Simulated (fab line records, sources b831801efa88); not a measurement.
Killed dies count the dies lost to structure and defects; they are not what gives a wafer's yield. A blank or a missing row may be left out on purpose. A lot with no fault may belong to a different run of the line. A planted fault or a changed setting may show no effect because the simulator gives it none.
A lot that was struck, set against a sound lot + flow sky130 + 22 steps out of a route of 708
Sound: wafers L634.1, L634.4, L634.6. Wafers struck: L635.4, L635.5, L635.6. The cause is named last.
At each step with rows: each side's tool, then ch and its chambers, then its first start. Under that, the readings that differ: sound wafers + struck wafers + difference of the means + sigmas: that difference in standard deviations of wafers without a fault.
alike: readings whose means differ by less than 2 such deviations, and words and numbers that are the same on both sides. not compared: withheld readings, readings that some wafer has no value for, bounds like >300 that may hide the same value, and numbers for which the record gives no deviation and whose values overlap.
A row with sigmas, a row that says differs or no value, or rows on one side alone: a step with any of these is where the two part. When numbers do not overlap yet have no deviation, they are printed without sigmas and do not part them. Lack of a reading on every wafer of one side parts them only where that side has two or more wafers.

first, 4 steps without rows for these wafers: SKY_NWELL_SOFTBAKE_06; SKY_NWELL_EXPOSE_07 (exposes mask NWM, target cd 840 nm); SKY_NWELL_PEB_08; SKY_NWELL_DEVELOP_09 (develop time 60 s).
SKY_NWELL_OVL_MEAS_10:
  sound on overlay-02, day 8 01:48; struck on overlay-01, day 8 09:47
  alike: NWELL_00_OVL
then, 3 steps without rows for these wafers: SKY_NWELL_IMPLANT_11; SKY_NWELL_IMPLANT_12; SKY_NWELL_IMPLANT_13.
SKY_NWELL_STRIP_14: strips in O2/N2.
  sound on plasma-asher-01 ch 0,1, day 8 02:17; struck on plasma-asher-04 ch 0,1, day 8 10:17
  alike: drypump-motor-current-A, oes-product-au, strip-time-to-endpoint-s
  not compared: rf-hours-counter-h
SKY_NWELL_TW_MEAS_15:
  sound on film-metro-01, day 8 02:23; struck on film-metro-01, day 8 10:23
  alike: NWELL_TW
then, 2 steps without rows for these wafers: SKY_NWELL_DEHYDRATE_16 (time 60 s); SKY_NWELL_HMDS_17 (prime time 60 s).
SKY_NWELL_COAT_18: resist thk 3000 nm.
  sound on litho-track-01 ch 0, day 8 12:27; struck on litho-track-01 ch 0, day 8 20:34
| reading                                 | sound          | struck         | difference | sigmas |
|-----------------------------------------|----------------|----------------|------------|--------|
| model.coat_of_NWELL_COAT_18.thk-nm (nm) | 3015 3007 3018 | 1616 1611 1613 | -1400      |        |
then, 3 steps without rows for these wafers: SKY_NWELL_SOFTBAKE_19; SKY_NWELL_EXPOSE_20 (exposes mask NWM COMPLEMENT, target cd 840 nm); SKY_NWELL_PEB_21.
SKY_NWELL_DEVELOP_22: develop time 60 s.
  sound on litho-track-02 ch 0; struck on litho-track-04 ch 0
| reading                                 | sound          | struck         | difference | sigmas |
|-----------------------------------------|----------------|----------------|------------|--------|
| model.coat_of_NWELL_COAT_18.thk-nm (nm) | 3011 3003 3014 | 1612 1606 1608 | -1401      |        |
SKY_NWELL_OVL_MEAS_23:
  sound on overlay-01, day 8 23:13; struck on overlay-01, day 9 07:49
  alike: NWELL_01_OVL
after that, 1 step had no rows for these wafers: SKY_NWELL_IMPLANT_24.
SKY_NWELL_STRIP_25: strips in O2/N2.
  sound on plasma-asher-01 ch 0,1, day 8 23:25; struck on plasma-asher-04 ch 0,1, day 9 08:01
| reading                      | sound             | struck            | difference | sigmas      |
|------------------------------|-------------------|-------------------|------------|-------------|
| strip-time-to-endpoint-s (s) | 37.10 37.01 37.14 | 20.83 20.75 20.79 | -16.29     | -99 or more |
  alike: drypump-motor-current-A, oes-product-au
  not compared: rf-hours-counter-h
SKY_NWELL_TW_MEAS_26:
  sound on film-metro-01, day 8 23:31; struck on film-metro-01, day 9 08:07
  alike: NWELL_2_TW
-- the record jumps here: 40 days lie between the struck wafers' starts before and after (it left off in module NWELL and takes up again in module PAD_OPEN, whose first step shown is number 708 of the route) --
SKY_PAD_OPEN_PROBE_99:
  sound on prober-02, day 49 03:07; struck on prober-02, day 49 15:22
| reading                                 | sound                         | struck                        | difference | sigmas |
|-----------------------------------------|-------------------------------|-------------------------------|------------|--------|
| model.etest.nfet_16v.r-on-ohm-um        | 1.424e+04 1.421e+04 1.416e+04 | 1.534e+04 1.527e+04 1.515e+04 | +1.050e+03 |        |
| model.etest.res-iso-pwell.width-nm (nm) | 2659 2648 2641                | 2756 2754 2744                | +102       |        |
| model.etest.res-nwell.width-nm (nm)     | 834 837.3 835.4               | 797 799.4 797.8               | -38        |        |
| model.etest.pfet_16v.drive-ua-um        | 251.1 247.4 248.6             | 255.1 256 259.3               | +7.8       |        |
| model.etest.nfet_16v.drive-ua-um        | 223.7 217.9 222.9             | 209.8 207.1 212.9             | -11.6      |        |
  not compared: model.etest.pfet_16v.r-on-ohm-um

== WHERE THEY PART ==
At SKY_NWELL_STRIP_25 and nowhere else, as far as this record goes. Later steps at which nothing parts them and some readings are alike: SKY_NWELL_TW_MEAS_26.

WHY: whatever the simulator had introduced
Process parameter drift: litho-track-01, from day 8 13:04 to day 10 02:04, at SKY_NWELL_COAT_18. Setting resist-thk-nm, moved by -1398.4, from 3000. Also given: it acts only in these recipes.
